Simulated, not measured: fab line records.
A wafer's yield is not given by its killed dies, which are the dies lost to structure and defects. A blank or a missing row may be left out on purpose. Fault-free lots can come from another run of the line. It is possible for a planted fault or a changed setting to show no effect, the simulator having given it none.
fab line records + flow sky130 + part 1 of 2: steps 1 to 28 of 29
record
- lots=7
- wafers=21
- lastDay=50
route steps=708 shown METAL3@561 VIA3@573 PAD_OPEN@708
lots untouched by any fault: they come from a run of this same line in which no faults occurred
startH: start of the lot's first displayed wafer, in hours after the record's first day + waitH: hours since the lot's step before + " same as the row above + L1.1+2: a single row standing in for several wafers + - no value present, or no start provided + * or withheld: withheld + < > ~ a bound
route shown NAME@n: a module of which the file shows steps, and the number in the route of the first + usual: average and standard deviation across the fault-free wafers + same: alike in all rows + chamber/n: place in a boat + sites: each site's reading + _std_site: standard deviation of those values + _edge_site: inner sites' mean taken away from outer sites' mean + radiusMm: for every site, how far away it sits from the centre of the wafer + mask NAME#n: copy n + behind: tool/chamber where the wafer was last shaped + hold: what put the lot on hold/how long, in hours/how the hold closed + device: the transistor (n, p or np) that didn't switch + end of line: tests of these same wafers at the route's end + a step with no rows: only its recipe + killed: dies lost to structure and defects at the first sort, not the wafer's yield + map: the dies of a wafer, with x for killed, . for not killed, _ for no die there
set.NAME: the setting as run; set.NAME@STEP: as run at that earlier step + model.NAME: the simulator's own value behind a step, which no gauge read
lots at selected steps of the route; one table per step, one row per wafer
services: when a tool's chamber went out of use (startH, in hours from the record's first day, below 0 if earlier), for how many hours, and the reason
## steps
# step SKY_METAL3_PEB_11
# recipe
- pebTempC=withheld
- pebTimeS=withheld
- resist=KrF-thick
# step SKY_METAL3_DEVELOP_12
# recipe
- developTimeS=60
- resist=KrF-thick
- devTempC=21
# step SKY_METAL3_CD_MEAS_13
# recipe
- targetCdNm=300
# usual
- cdNm=299.5/1.4
| lot.wafer | tool     | chamber | startH  | waitH | cdNm  |
|-----------|----------|---------|---------|-------|-------|
| L989.3    | cdSem-02 | -       | 951.95  | -     | 299.8 |
| L989.4    | "        | -       | "       | "     | 301.1 |
| L989.5    | "        | -       | "       | "     | 300.0 |
| L993.2    | cdSem-02 | -       | 977.81  | -     | 298.1 |
| L993.3    | "        | -       | "       | "     | 297.8 |
| L993.6    | "        | -       | "       | "     | 295.9 |
| L994.3    | cdSem-02 | -       | 989.33  | -     | 301.0 |
| L994.5    | "        | -       | "       | "     | 300.2 |
| L994.6    | "        | -       | "       | "     | 300.1 |
| L995.1    | cdSem-01 | -       | 996.29  | -     | 300.4 |
| L995.2    | "        | -       | "       | "     | 300.1 |
| L995.5    | "        | -       | "       | "     | 299.1 |
| L996.2    | cdSem-02 | -       | 999.68  | -     | 300.5 |
| L996.3    | "        | -       | "       | "     | 299.3 |
| L996.5    | "        | -       | "       | "     | 299.4 |
| L104.1    | cdSem-02 | -       | 1050.11 | -     | 296.5 |
| L104.2    | "        | -       | "       | "     | 296.4 |
| L104.3    | "        | -       | "       | "     | 295.8 |
| L105.1    | cdSem-01 | -       | 1054.99 | -     | 299.1 |
| L105.2    | "        | -       | "       | "     | 299.6 |
| L105.6    | "        | -       | "       | "     | 300.5 |
# step SKY_METAL3_OVL_MEAS_14
# usual
- METAL3_OVL=2/4.8
| lot.wafer | tool       | chamber | startH  | waitH | METAL3_OVL[nm] |
|-----------|------------|---------|---------|-------|----------------|
| L989.3    | overlay-02 | -       | 952.04  | 0.1   | -4             |
| L989.4    | "          | -       | "       | "     | 0              |
| L989.5    | "          | -       | "       | "     | -4             |
| L993.2    | overlay-01 | -       | 977.92  | 0.1   | 13             |
| L993.3    | "          | -       | "       | "     | 2              |
| L993.6    | "          | -       | "       | "     | 11             |
| L994.3    | overlay-02 | -       | 989.42  | 0.1   | -10            |
| L994.5    | "          | -       | "       | "     | -7             |
| L994.6    | "          | -       | "       | "     | -4             |
| L995.1    | overlay-02 | -       | 996.41  | 0.1   | 9              |
| L995.2    | "          | -       | "       | "     | 3              |
| L995.5    | "          | -       | "       | "     | 3              |
| L996.2    | overlay-02 | -       | 999.79  | 0.1   | 1              |
| L996.3    | "          | -       | "       | "     | 3              |
| L996.5    | "          | -       | "       | "     | 0              |
| L104.1    | overlay-01 | -       | 1050.23 | 0.1   | -1             |
| L104.2    | "          | -       | "       | "     | 2              |
| L104.3    | "          | -       | "       | "     | 2              |
| L105.1    | overlay-02 | -       | 1055.11 | 0.1   | 1              |
| L105.2    | "          | -       | "       | "     | 3              |
| L105.6    | "          | -       | "       | "     | 1              |
# step SKY_METAL3_DESCUM_15
# recipe
- chemistry=O2
- sourcePowerW=150
- biasPowerW=0
- pressureMtorr=10
- tempC=40
- timeS=8
# usual
- drypumpMotorCurrentA=5.48/0.27
- oesProductAu=0.998/0.016
# same
- biasPowerW=0
| lot.wafer | tool        | chamber | startH  | waitH | drypumpMotorCurrentA | oesProductAu | rfHoursCounterH |
|-----------|-------------|---------|---------|-------|----------------------|--------------|-----------------|
| L989.3    | rieMetal-02 | 0       | 952.08  | 0.0   | 5.72                 | 0.998        | -               |
| L989.4    | "           | 1       | "       | "     | 5.22                 | 0.987        | -               |
| L989.5    | "           | 0       | "       | "     | 5.72                 | 0.998        | -               |
| L993.2    | rieMetal-01 | 1       | 977.95  | 0.0   | 5.64                 | 0.999        | 7               |
| L993.3    | "           | 0       | "       | "     | 5.07                 | 0.980        | -               |
| L993.6    | "           | 1       | "       | "     | 5.61                 | 1.005        | -               |
| L994.3    | rieMetal-01 | 1       | 989.46  | 0.0   | 5.59                 | 1.002        | -               |
| L994.5    | "           | 0       | "       | "     | 5.11                 | 1.004        | -               |
| L994.6    | "           | 1       | "       | "     | 5.61                 | 1.023        | -               |
| L995.1    | rieMetal-03 | 1       | 996.45  | 0.0   | 5.87                 | 1.028        | 5               |
| L995.2    | "           | 0       | "       | "     | 5.38                 | 1.014        | 1               |
| L995.5    | "           | 0       | "       | "     | 5.36                 | 1.012        | -               |
| L996.2    | rieMetal-03 | 1       | 999.82  | 0.0   | 5.87                 | 1.014        | 5               |
| L996.3    | "           | 0       | "       | "     | 5.37                 | 1.009        | -               |
| L996.5    | "           | 0       | "       | "     | 5.38                 | 1.003        | -               |
| L104.1    | rieMetal-02 | 0       | 1050.27 | 0.0   | 5.73                 | 0.985        | 7               |
| L104.2    | "           | 1       | "       | "     | 5.22                 | 0.979        | 11              |
| L104.3    | "           | 1       | "       | "     | 5.26                 | 0.980        | -               |
| L105.1    | rieMetal-01 | 0       | 1055.15 | 0.0   | 5.09                 | 0.992        | 23              |
| L105.2    | "           | 1       | "       | "     | 5.61                 | 1.007        | 11              |
| L105.6    | "           | 1       | "       | "     | 5.58                 | 1.026        | -               |
# step SKY_METAL3_ETCH_16
# recipe
- chemistry=N2/H2
- target=BARC
- ionEnergyEv=200
- biasW=100
- pressureMtorr=30
- n2FlowSccm=100
- h2FlowSccm=200
- icpW=500
- stopOn=SiO2
- timeS=88.2
- targetDepthA=600
# step SKY_METAL3_ETCH_17
# recipe
- target=SiO2
- stopOn=TiN
- chemistry=C4F8/O2/Ar
- sourceW=1500
- biasW=1200
- pressureMtorr=40
- c4f8FlowSccm=withheld
- O2_flow_sccm=6
- Ar_flow_sccm=300
- timeS=3.9
- targetDepthA=150
# usual
- oesProductAu=0.752/0.0074
| lot.wafer | tool       | chamber | startH  | waitH | oesProductAu |
|-----------|------------|---------|---------|-------|--------------|
| L989.3    | rieDiel-01 | 2       | 952.20  | 0.0   | 0.747        |
| L989.4    | "          | 3       | "       | "     | 0.757        |
| L989.5    | "          | 2       | "       | "     | 0.755        |
| L993.2    | rieDiel-04 | 3       | 978.08  | 0.1   | 0.753        |
| L993.3    | "          | 2       | "       | "     | 0.756        |
| L993.6    | "          | 1       | "       | "     | 0.757        |
| L994.3    | rieDiel-02 | 3       | 989.58  | 0.0   | 0.747        |
| L994.5    | "          | 3       | "       | "     | 0.748        |
| L994.6    | "          | 2       | "       | "     | 0.757        |
| L995.1    | rieDiel-01 | 3       | 996.58  | 0.1   | 0.751        |
| L995.2    | "          | 1       | "       | "     | 0.744        |
| L995.5    | "          | 3       | "       | "     | 0.756        |
| L996.2    | rieDiel-04 | 1       | 999.95  | 0.1   | 0.751        |
| L996.3    | "          | 2       | "       | "     | 0.757        |
| L996.5    | "          | 2       | "       | "     | 0.763        |
| L104.1    | rieDiel-04 | 0       | 1050.44 | 0.1   | 0.755        |
| L104.2    | "          | 1       | "       | "     | 0.760        |
| L104.3    | "          | 2       | "       | "     | 0.746        |
| L105.1    | rieDiel-04 | 2       | 1055.28 | 0.1   | 0.743        |
| L105.2    | "          | 3       | "       | "     | 0.735        |
| L105.6    | "          | 2       | "       | "     | 0.745        |
# step SKY_METAL3_METAL_ETCH_18
# recipe
- targetDepthA=8450
- stopOn=SiO2
- overEtchFrac=0.3
- timeS=183.1
- chemistry=Cl2/BCl3
- resistSidewallDeg=88
- pressureMtorr=10
- icpW=900
- biasW=48.5
- Cl2_flow_sccm=60
- bcl3FlowSccm=30
# usual
- drypumpMotorCurrentA=5.49/0.28
- oesProductAu=0.866/0.0065
- throttleValvePct=22.264/0.0082
| lot.wafer | tool        | chamber | startH  | waitH | drypumpMotorCurrentA | oesProductAu | rfHoursCounterH | throttleValvePct |
|-----------|-------------|---------|---------|-------|----------------------|--------------|-----------------|------------------|
| L989.3    | rieMetal-03 | 0       | 952.28  | 0.1   | 5.37                 | 0.869        | -               | 22.259           |
| L989.4    | "           | 1       | "       | "     | 5.91                 | 0.877        | -               | 22.259           |
| L989.5    | "           | 0       | "       | "     | 5.39                 | 0.876        | -               | 22.264           |
| L993.2    | rieMetal-03 | 1       | 978.10  | 0.0   | 5.91                 | 0.861        | 3               | 22.267           |
| L993.3    | "           | 1       | "       | "     | 5.90                 | 0.867        | -               | 22.273           |
| L993.6    | "           | 0       | "       | "     | 5.39                 | 0.869        | -               | 22.259           |
| L994.3    | rieMetal-03 | 1       | 989.66  | 0.1   | 5.86                 | 0.860        | -               | 22.263           |
| L994.5    | "           | 0       | "       | "     | 5.38                 | 0.858        | -               | 22.253           |
| L994.6    | "           | 1       | "       | "     | 5.88                 | 0.859        | -               | 22.268           |
| L995.1    | rieMetal-02 | 0       | 996.60  | 0.0   | 5.74                 | 0.868        | 4               | 22.258           |
| L995.2    | "           | 1       | "       | "     | 5.23                 | 0.852        | 8               | 22.283           |
| L995.5    | "           | 1       | "       | "     | 5.26                 | 0.876        | -               | 22.266           |
| L996.2    | rieMetal-02 | 1       | 999.97  | 0.0   | 5.22                 | 0.863        | 8               | 22.262           |
| L996.3    | "           | 1       | "       | "     | 5.26                 | 0.863        | -               | 22.262           |
| L996.5    | "           | 1       | "       | "     | 5.23                 | 0.867        | -               | 22.254           |
| L104.1    | rieMetal-03 | 0       | 1050.46 | 0.0   | 5.39                 | 0.866        | 5               | 22.263           |
| L104.2    | "           | 1       | "       | "     | 5.90                 | 0.868        | 9               | 22.270           |
| L104.3    | "           | 0       | "       | "     | 5.40                 | 0.865        | -               | 22.277           |
| L105.1    | rieMetal-03 | 0       | 1055.30 | 0.0   | 5.37                 | 0.875        | 6               | 22.268           |
| L105.2    | "           | 1       | "       | "     | 5.91                 | 0.868        | 9               | 22.269           |
| L105.6    | "           | 1       | "       | "     | 5.88                 | 0.860        | -               | 22.249           |
# step SKY_METAL3_STRIP_19
# recipe
- chemistry=O2/N2
- powerW=1400
- pressureMtorr=1500
- platenTempC=withheld
- o2FlowSccm=3000
- n2FlowSccm=300
- overashFraction=0.5
# step SKY_METAL3_STRIP_20
# recipe
- chemistry=postEtchResidueRemover
- timeS=1200
- tempC=72.5
# step SKY_METAL3_CLEAN_21
# recipe
- chemistry=IPA
- timeS=180
- tempC=25
# step SKY_METAL3_CLEAN_22
# recipe
- chemistry=O3/DIW
- dry=n2Spin
# step SKY_VIA3_HDPCVD_00
# recipe
- material=SiO2
- targetThkNm=1635
- sigmaOpenFrac=0.3
- timeS=272.5
- tempC=400
- sih4FlowSccm=60
- pressureMtorr=6
# usual
- pressureMtorr=5.999/0.012
- runLengthS=300.3/0.32
| lot.wafer | tool      | chamber | startH  | waitH | pressureMtorr | runLengthS |
|-----------|-----------|---------|---------|-------|---------------|------------|
| L989.3    | hdpcvd-02 | 0       | 952.99  | 0.0   | 6.020         | 300.3      |
| L989.4    | "         | 1       | "       | "     | 6.008         | 300.3      |
| L989.5    | "         | 2       | "       | "     | 5.982         | 300.1      |
| L993.2    | hdpcvd-02 | 0       | 978.87  | 0.0   | 6.006         | 300.1      |
| L993.3    | "         | 2       | "       | "     | 5.999         | 300.6      |
| L993.6    | "         | 1       | "       | "     | 6.005         | 300.4      |
| L994.3    | hdpcvd-02 | 2       | 990.37  | 0.0   | -             | -          |
| L994.5    | "         | 2       | "       | "     | -             | -          |
| L994.6    | "         | 0       | "       | "     | -             | -          |
| L995.1    | hdpcvd-01 | 2       | 997.37  | 0.0   | -             | -          |
| L995.2    | "         | 0       | "       | "     | -             | -          |
| L995.5    | "         | 0       | "       | "     | -             | -          |
| L996.2    | hdpcvd-01 | 1       | 1000.75 | 0.0   | -             | -          |
| L996.3    | "         | 0       | "       | "     | -             | -          |
| L996.5    | "         | 0       | "       | "     | -             | -          |
| L104.1    | hdpcvd-02 | 2       | 1051.24 | 0.0   | 5.995         | 300.0      |
| L104.2    | "         | 1       | "       | "     | 5.997         | 300.1      |
| L104.3    | "         | 0       | "       | "     | 6.002         | 300.0      |
| L105.1    | hdpcvd-02 | 0       | 1056.13 | 0.0   | 5.986         | 300.0      |
| L105.2    | "         | 2       | "       | "     | 6.001         | 300.5      |
| L105.6    | "         | 2       | "       | "     | 5.992         | 300.2      |
# step SKY_VIA3_CMP_02
# recipe
- material=SiO2
- downForcePsi=4
- platenRpm=60
- padVelocityMS=0.94248
# step SKY_VIA3_BOW_MEAS_03
# recipe
- mode=bow
# usual
- VIA3_BOW=80/8.9
| lot.wafer | tool         | chamber | startH  | waitH | VIA3_BOW[um] |
|-----------|--------------|---------|---------|-------|--------------|
| L989.3    | filmMetro-01 | -       | 954.03  | 0.1   | 90           |
| L989.4    | "            | -       | "       | "     | 94           |
| L989.5    | "            | -       | "       | "     | 92           |
| L993.2    | filmMetro-02 | -       | 979.41  | 0.1   | 71           |
| L993.3    | "            | -       | "       | "     | 76           |
| L993.6    | "            | -       | "       | "     | 76           |
| L994.3    | filmMetro-01 | -       | 990.93  | 0.1   | 86           |
| L994.5    | "            | -       | "       | "     | 92           |
| L994.6    | "            | -       | "       | "     | 104          |
| L995.1    | filmMetro-02 | -       | 997.90  | 0.1   | 91           |
| L995.2    | "            | -       | "       | "     | 89           |
| L995.5    | "            | -       | "       | "     | 99           |
| L996.2    | filmMetro-02 | -       | 1001.29 | 0.1   | 86           |
| L996.3    | "            | -       | "       | "     | 87           |
| L996.5    | "            | -       | "       | "     | 88           |
| L104.1    | filmMetro-03 | -       | 1051.77 | 0.2   | 66           |
| L104.2    | "            | -       | "       | "     | 77           |
| L104.3    | "            | -       | "       | "     | 75           |
| L105.1    | filmMetro-03 | -       | 1056.66 | 0.1   | 75           |
| L105.2    | "            | -       | "       | "     | 75           |
| L105.6    | "            | -       | "       | "     | 79           |
# step SKY_VIA3_DEHYDRATE_04
# recipe
- tempC=200
- timeS=60
# step SKY_VIA3_HMDS_05
# recipe
- primeTimeS=60
- primeTempC=120
# step SKY_VIA3_COAT_06
# recipe
- resist=BARC
- tempC=withheld
- timeS=withheld
- spinRpm=3000
- resistThkNm=60
# step SKY_VIA3_COAT_07
# recipe
- resist=KrF-thick
- spinRpm=3000
- resistThkNm=450
# step SKY_VIA3_SOFTBAKE_08
# recipe
- tempC=100
- timeS=90
- resist=KrF-thick
# step SKY_VIA3_EXPOSE_09
# recipe
- maskId=VIM3
- na=0.8
- sourceShape=annular
- sigmaInner=0.55
- sigmaOuter=0.85
- targetCdNm=200
- doseMj=38
# step SKY_VIA3_PEB_10
# recipe
- pebTempC=withheld
- pebTimeS=withheld
- resist=KrF-thick
# step SKY_VIA3_DEVELOP_11
# recipe
- developTimeS=60
- resist=KrF-thick
- devTempC=21
# step SKY_VIA3_CD_MEAS_12
# recipe
- targetCdNm=200
# usual
- cdNm=200.0/1.6
| lot.wafer | tool     | chamber | startH  | waitH | cdNm  |
|-----------|----------|---------|---------|-------|-------|
| L989.3    | cdSem-02 | -       | 977.95  | -     | 200.0 |
| L989.4    | "        | -       | "       | "     | 200.0 |
| L989.5    | "        | -       | "       | "     | 200.8 |
| L993.2    | cdSem-01 | -       | 1003.03 | -     | 198.9 |
| L993.3    | "        | -       | "       | "     | 198.2 |
| L993.6    | "        | -       | "       | "     | 197.1 |
| L994.3    | cdSem-01 | -       | 1014.30 | -     | 200.3 |
| L994.5    | "        | -       | "       | "     | 200.5 |
| L994.6    | "        | -       | "       | "     | 201.1 |
| L995.1    | cdSem-02 | -       | 1021.12 | -     | 201.2 |
| L995.2    | "        | -       | "       | "     | 199.4 |
| L995.5    | "        | -       | "       | "     | 199.8 |
| L996.2    | cdSem-01 | -       | 1023.71 | -     | 200.5 |
| L996.3    | "        | -       | "       | "     | 201.7 |
| L996.5    | "        | -       | "       | "     | 201.3 |
| L104.1    | cdSem-01 | -       | 1073.71 | -     | 199.7 |
| L104.2    | "        | -       | "       | "     | 199.9 |
| L104.3    | "        | -       | "       | "     | 200.3 |
| L105.1    | cdSem-01 | -       | 1077.69 | -     | 202.8 |
| L105.2    | "        | -       | "       | "     | 201.9 |
| L105.6    | "        | -       | "       | "     | 201.4 |
# step SKY_VIA3_OVL_MEAS_13
# usual
- VIA3_OVL=2/6.5
| lot.wafer | tool       | chamber | startH  | waitH | VIA3_OVL[nm] |
|-----------|------------|---------|---------|-------|--------------|
| L989.3    | overlay-01 | -       | 978.04  | 0.1   | 8            |
| L989.4    | "          | -       | "       | "     | 9            |
| L989.5    | "          | -       | "       | "     | 11           |
| L993.2    | overlay-02 | -       | 1003.14 | 0.1   | 0            |
| L993.3    | "          | -       | "       | "     | 1            |
| L993.6    | "          | -       | "       | "     | 0            |
| L994.3    | overlay-02 | -       | 1014.39 | 0.1   | 2            |
| L994.5    | "          | -       | "       | "     | 6            |
| L994.6    | "          | -       | "       | "     | -1           |
| L995.1    | overlay-01 | -       | 1021.24 | 0.1   | 12           |
| L995.2    | "          | -       | "       | "     | 5            |
| L995.5    | "          | -       | "       | "     | 10           |
| L996.2    | overlay-02 | -       | 1023.82 | 0.1   | 0            |
| L996.3    | "          | -       | "       | "     | -7           |
| L996.5    | "          | -       | "       | "     | -10          |
| L104.1    | overlay-01 | -       | 1073.83 | 0.1   | -4           |
| L104.2    | "          | -       | "       | "     | -3           |
| L104.3    | "          | -       | "       | "     | -11          |
| L105.1    | overlay-01 | -       | 1077.81 | 0.1   | -4           |
| L105.2    | "          | -       | "       | "     | -1           |
| L105.6    | "          | -       | "       | "     | -4           |
# step SKY_VIA3_ETCH_14
# recipe
- chemistry=N2/H2
- target=BARC
- ionEnergyEv=200
- sourceW=500
- biasW=100
- pressureMtorr=30
- n2FlowSccm=100
- h2FlowSccm=200
- stopOn=SiO2
- timeS=45.9
- targetDepthA=600
# usual
- drypumpMotorCurrentA=5.8/0.55
- oesProductAu=0.855/0.0046
- throttleValvePct=13.225/0.0086
| lot.wafer | tool       | chamber | startH  | waitH | drypumpMotorCurrentA | oesProductAu | rfHoursCounterH | throttleValvePct |
|-----------|------------|---------|---------|-------|----------------------|--------------|-----------------|------------------|
| L989.3    | rieDiel-01 | 3       | 978.07  | 0.0   | 5.2                  | 0.859        | 13              | 13.230           |
| L989.4    | "          | 2       | "       | "     | 5.2                  | 0.857        | -               | 13.232           |
| L989.5    | "          | 3       | "       | "     | 5.2                  | 0.863        | -               | 13.231           |
| L993.2    | rieDiel-04 | 2       | 1003.17 | 0.0   | 5.2                  | 0.856        | 16              | 13.231           |
| L993.3    | "          | 3       | "       | "     | 5.1                  | 0.856        | 23              | 13.235           |
| L993.6    | "          | 1       | "       | "     | 5.7                  | 0.854        | -               | 13.212           |
| L994.3    | rieDiel-03 | 3       | 1014.42 | 0.0   | 6.3                  | 0.862        | 21              | 13.221           |
| L994.5    | "          | 1       | "       | "     | 6.4                  | 0.853        | -               | 13.215           |
| L994.6    | "          | 2       | "       | "     | 6.4                  | 0.863        | -               | 13.216           |
| L995.1    | rieDiel-03 | 3       | 1021.28 | 0.0   | 6.3                  | 0.854        | 21              | 13.214           |
| L995.2    | "          | 0       | "       | "     | 5.3                  | 0.854        | 8               | 13.227           |
| L995.5    | "          | 0       | "       | "     | 5.3                  | 0.855        | -               | 13.227           |
| L996.2    | rieDiel-01 | 0       | 1023.85 | 0.0   | 5.2                  | 0.860        | 32              | 13.228           |
| L996.3    | "          | 3       | "       | "     | 5.2                  | 0.856        | 15              | 13.227           |
| L996.5    | "          | 0       | "       | "     | 5.2                  | 0.860        | -               | 13.210           |
| L104.1    | rieDiel-03 | 1       | 1073.87 | 0.0   | 6.4                  | 0.847        | 16              | 13.219           |
| L104.2    | "          | 0       | "       | "     | 5.3                  | 0.855        | 9               | 13.233           |
| L104.3    | "          | 3       | "       | "     | 6.3                  | 0.863        | 22              | 13.230           |
| L105.1    | rieDiel-03 | 2       | 1077.85 | 0.0   | 6.4                  | 0.862        | 18              | 13.216           |
| L105.2    | "          | 3       | "       | "     | 6.3                  | 0.856        | 22              | 13.217           |
| L105.6    | "          | 0       | "       | "     | 5.3                  | 0.863        | -               | 13.234           |
# step SKY_VIA3_ETCH_15
# recipe
- target=SiO2
- chemistry=C4F8/O2/Ar
- targetDepthNm=507
- stopOn=TiN
- maskMaterial=KrF-thick
- sourceW=1500
- biasW=1200
- pressureMtorr=40
- c4f8FlowSccm=withheld
- O2_flow_sccm=6
- Ar_flow_sccm=300
- timeS=78
# usual
- oesProductAu=0.946/0.0051
| lot.wafer | tool       | chamber | startH  | waitH | oesProductAu | model.etch.depthNm |
|-----------|------------|---------|---------|-------|--------------|--------------------|
| L989.3    | rieDiel-01 | 3       | 978.11  | 0.0   | 0.943        | 464                |
| L989.4    | "          | 2       | "       | "     | 0.937        | 463.4              |
| L989.5    | "          | 3       | "       | "     | 0.943        | 461.8              |
| L993.2    | rieDiel-04 | 2       | 1003.21 | 0.0   | 0.946        | 465                |
| L993.3    | "          | 3       | "       | "     | 0.942        | 465.3              |
| L993.6    | "          | 1       | "       | "     | 0.945        | 465.2              |
| L994.3    | rieDiel-03 | 3       | 1014.46 | 0.0   | 0.370        | 0                  |
| L994.5    | "          | 1       | "       | "     | 0.377        | 0                  |
| L994.6    | "          | 2       | "       | "     | 0.379        | 0                  |
| L995.1    | rieDiel-03 | 3       | 1021.32 | 0.0   | 0.371        | 0                  |
| L995.2    | "          | 0       | "       | "     | 0.375        | 0                  |
| L995.5    | "          | 0       | "       | "     | 0.377        | 0                  |
| L996.2    | rieDiel-01 | 0       | 1023.89 | 0.0   | 0.386        | 0                  |
| L996.3    | "          | 3       | "       | "     | 0.374        | 0                  |
| L996.5    | "          | 0       | "       | "     | 0.380        | 0                  |
| L104.1    | rieDiel-03 | 1       | 1073.91 | 0.0   | 0.951        | 465.6              |
| L104.2    | "          | 0       | "       | "     | 0.946        | 465.8              |
| L104.3    | "          | 3       | "       | "     | 0.948        | 465.5              |
| L105.1    | rieDiel-03 | 2       | 1077.89 | 0.0   | 0.948        | 465.5              |
| L105.2    | "          | 3       | "       | "     | 0.945        | 466                |
| L105.6    | "          | 0       | "       | "     | 0.955        | 462.7              |
# step SKY_VIA3_STRIP_16
# recipe
- chemistry=O2/N2
- powerW=1400
- pressureMtorr=1500
- platenTempC=withheld
- o2FlowSccm=3000
- n2FlowSccm=300
- overashFraction=0.5
# usual
- drypumpMotorCurrentA=5.91/0.27
- oesProductAu=0.402/0.0051
- stripTimeToEndpointS=4.135/0.028
| lot.wafer | tool           | chamber | startH  | waitH | drypumpMotorCurrentA | oesProductAu | rfHoursCounterH | stripTimeToEndpointS |
|-----------|----------------|---------|---------|-------|----------------------|--------------|-----------------|----------------------|
| L989.3    | plasmaAsher-03 | 0       | 978.20  | 0.1   | 5.57                 | 0.401        | -               | 4.092                |
| L989.4    | "              | 1       | "       | "     | 6.04                 | 0.400        | -               | 4.148                |
| L989.5    | "              | 1       | "       | "     | 6.01                 | 0.396        | -               | 4.104                |
| L993.2    | plasmaAsher-04 | 1       | 1003.27 | 0.0   | 5.92                 | 0.394        | 27              | 4.158                |
| L993.3    | "              | 1       | "       | "     | 5.91                 | 0.397        | -               | 4.166                |
| L993.6    | "              | 0       | "       | "     | 6.25                 | 0.407        | -               | 4.139                |
| L994.3    | plasmaAsher-03 | 1       | 1014.55 | 0.1   | 6.02                 | 0.400        | -               | 4.155                |
| L994.5    | "              | 1       | "       | "     | 6.02                 | 0.396        | -               | 4.176                |
| L994.6    | "              | 0       | "       | "     | 5.60                 | 0.407        | -               | 4.143                |
| L995.1    | plasmaAsher-04 | 0       | 1021.38 | 0.0   | 6.24                 | 0.402        | 29              | 4.155                |
| L995.2    | "              | 1       | "       | "     | 5.92                 | 0.408        | 29              | 4.144                |
| L995.5    | "              | 0       | "       | "     | 6.23                 | 0.406        | -               | 4.120                |
| L996.2    | plasmaAsher-04 | 0       | 1023.95 | 0.0   | 6.26                 | 0.391        | 29              | 4.129                |
| L996.3    | "              | 0       | "       | "     | 6.25                 | 0.409        | -               | 4.103                |
| L996.5    | "              | 1       | "       | "     | 5.93                 | 0.404        | -               | 4.137                |
| L104.1    | plasmaAsher-04 | 0       | 1073.97 | 0.0   | 6.23                 | 0.404        | 34              | 4.182                |
| L104.2    | "              | 1       | "       | "     | 5.92                 | 0.398        | 34              | 4.156                |
| L104.3    | "              | 0       | "       | "     | 6.24                 | 0.403        | -               | 4.161                |
| L105.1    | plasmaAsher-03 | 1       | 1077.95 | 0.0   | 6.05                 | 0.398        | 64              | 4.132                |
| L105.2    | "              | 0       | "       | "     | 5.57                 | 0.399        | 64              | 4.122                |
| L105.6    | "              | 0       | "       | "     | 5.57                 | 0.395        | -               | 4.135                |
## key
firstSign
- step=SKY_VIA3_HDPCVD_00
- reading=toolRecord
- direction=missing
effect
- step=SKY_VIA3_BOW_MEAS_03
- reading=VIA3_BOW
- direction=up
- sigmas=1.3
- usual=80
- struck=91
effect
- step=SKY_VIA3_ETCH_15
- reading=oesProductAu
- direction=down
- sigmas=99+
- usual=0.946
- struck=0.377
effect
- step=SKY_PAD_OPEN_PROBE_99
- reading=killed_at_M0_to_M3
- direction=up
- sigmas=65
- usual=43
- struck=481
modelEffect
- step=SKY_VIA3_ETCH_15
- value=etch.depthNm
- without=465.8
- struck=0
metAt SKY_VIA3_HDPCVD_00
struckWafers L994.3,L994.5,L994.6,L995.1,L995.2,L995.5,L996.2,L996.3,L996.5
laterRowsLeftOut L994.3,L994.5,L994.6,L995.1,L995.2,L995.5,L996.2,L996.3,L996.5
onsetBetween 978.87 990.37
fault
- kind=skippedStepWhole
- tool=hdpcvd-01,hdpcvd-02
- chamber=-
- onsetH=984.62
- steps=SKY_VIA3_HDPCVD_00
- scope=struckLotsOnly
# laterRowsLeftOut: the simulator's readings of these wafers behind a module that went badly wrong aren't trusted and aren't shown, but for the sort
